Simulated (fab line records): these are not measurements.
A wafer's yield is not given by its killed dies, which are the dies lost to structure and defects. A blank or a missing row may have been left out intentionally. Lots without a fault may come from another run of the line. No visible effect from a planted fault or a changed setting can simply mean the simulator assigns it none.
What tool caused it?	flow gf180mcu	33 wafers sampled from 11 lots at 1 step of a route of 602

## WHAT EACH GAUGE READ, for each wafer
GF_STI_BOW_MEAS_00.
lot	measured	on	INCOMING_BOW (um)
L798	day 2 01:01	film metro-03	-3 8 3
L799	day 2 06:00	film metro-02	11 -4 -3
L801	day 2 16:00	film metro-01	10 -6 0
L804	day 3 07:00	film metro-01	3 -8 -7
L810	day 4 13:02	film metro-02	7 12 12
L811	day 4 18:00	film metro-02	1 1 -9
L812	day 4 23:01	film metro-02	-7 -6 2
L815	day 5 14:00	film metro-01	7 4 10
L816	day 5 19:00	film metro-03	7 -1 9
L817	day 6 00:01	film metro-02	-1 6 0
L818	day 6 05:00	film metro-03	6 -7 10

## WHAT TOOL EACH LOT RAN ON (gives the tool, then ch and the chambers of the sampled wafers, and finally the start)
There is no process step in the record ahead of these readings.

## AS READ BY THE TOOLS THEMSELVES (means over the sampled wafers that have a number; for cases with no such wafer, the mark the record gives instead)
The record holds no such reading with a usual standard deviation.

## THE ANSWER, worked out from the rows above alone
Rule: usual is defined by the lots themselves. Put in order of their means at a reading, lots are off if they are a third of the lots or fewer, leave a main group of 4 or more, and stand apart from it by a gap of 3 or more times the standard deviation of the main group's means; of several such gaps the widest counts. The tables above print the reading to a certain number of digits; a main group whose means all agree to those digits is not used. A lot without any number at a reading at which 4 lots or more have one is off too. Where the step has rows for the other lots, those lots are counted as sound. The gauges are gone through in route order, then the tools' own readings, and for those a lot's mean is taken as printed above. The first step at which some lot is off is used, and at that step the reading that is off furthest; a lot without a number counts as furthest.
Nothing can be told from this: no lot is off at any reading shown.

## WHAT WAS PUT IN BY THE SIMULATOR
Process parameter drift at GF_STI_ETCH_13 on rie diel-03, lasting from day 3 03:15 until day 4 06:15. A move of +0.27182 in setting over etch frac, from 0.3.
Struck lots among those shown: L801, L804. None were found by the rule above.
